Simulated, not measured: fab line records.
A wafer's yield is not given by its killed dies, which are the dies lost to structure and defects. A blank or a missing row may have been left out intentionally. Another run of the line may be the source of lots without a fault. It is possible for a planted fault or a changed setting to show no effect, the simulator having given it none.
Which tool did it? || flow sky130 || route of 708 steps, sampled at 1 step: 6 lots, 18 wafers

## WHAT THE GAUGES READ, wafer by wafer
SKY_VIA3_RS_MEAS_22: measures by four-point-probe.
{"lot": "L682", "measured": "day 40 03:03", "on": "filmMetro-01", "VIA3_W_RS (ohm/sq)": "0.298 0.297 0.295"}
{"lot": "L686", "measured": "day 41 06:38", "on": "filmMetro-04", "VIA3_W_RS (ohm/sq)": "0.295 0.300 0.300"}
{"lot": "L691", "measured": "day 42 18:40", "on": "filmMetro-04", "VIA3_W_RS (ohm/sq)": "0.293 0.300 0.298"}
{"lot": "L697", "measured": "day 44 09:53", "on": "filmMetro-02", "VIA3_W_RS (ohm/sq)": "0.294 0.302 0.303"}
{"lot": "L700", "measured": "day 45 01:17", "on": "filmMetro-04", "VIA3_W_RS (ohm/sq)": "0.298 0.298 0.296"}
{"lot": "L702", "measured": "day 46 18:58", "on": "filmMetro-02", "VIA3_W_RS (ohm/sq)": "0.291 0.299 0.296"}

## WHAT TOOL EACH LOT RAN ON (gives the tool, then ch and the chambers of the sampled wafers, and finally the start)
Record: no process step prior to these readings.

## THE ANSWER, worked out from the rows above alone
Rule: the lots themselves supply what counts as usual. The widest of any qualifying gaps counts: lots, ordered by their means at a reading, are off when they make up no more than a third of the lots, leave a main group of 4 or more, and stand apart from it by 3 or more times the standard deviation of that group's means. A main group is skipped when, at the precision printed for the reading in the tables above, its means are all equal. A lot without any number at a reading at which 4 lots or more have one is off too. Where the step has rows for the other lots, those lots are counted as sound.
Nothing can be told from this: no lot is off at any reading shown.

## WHAT THE SIMULATOR HAD PUT IN
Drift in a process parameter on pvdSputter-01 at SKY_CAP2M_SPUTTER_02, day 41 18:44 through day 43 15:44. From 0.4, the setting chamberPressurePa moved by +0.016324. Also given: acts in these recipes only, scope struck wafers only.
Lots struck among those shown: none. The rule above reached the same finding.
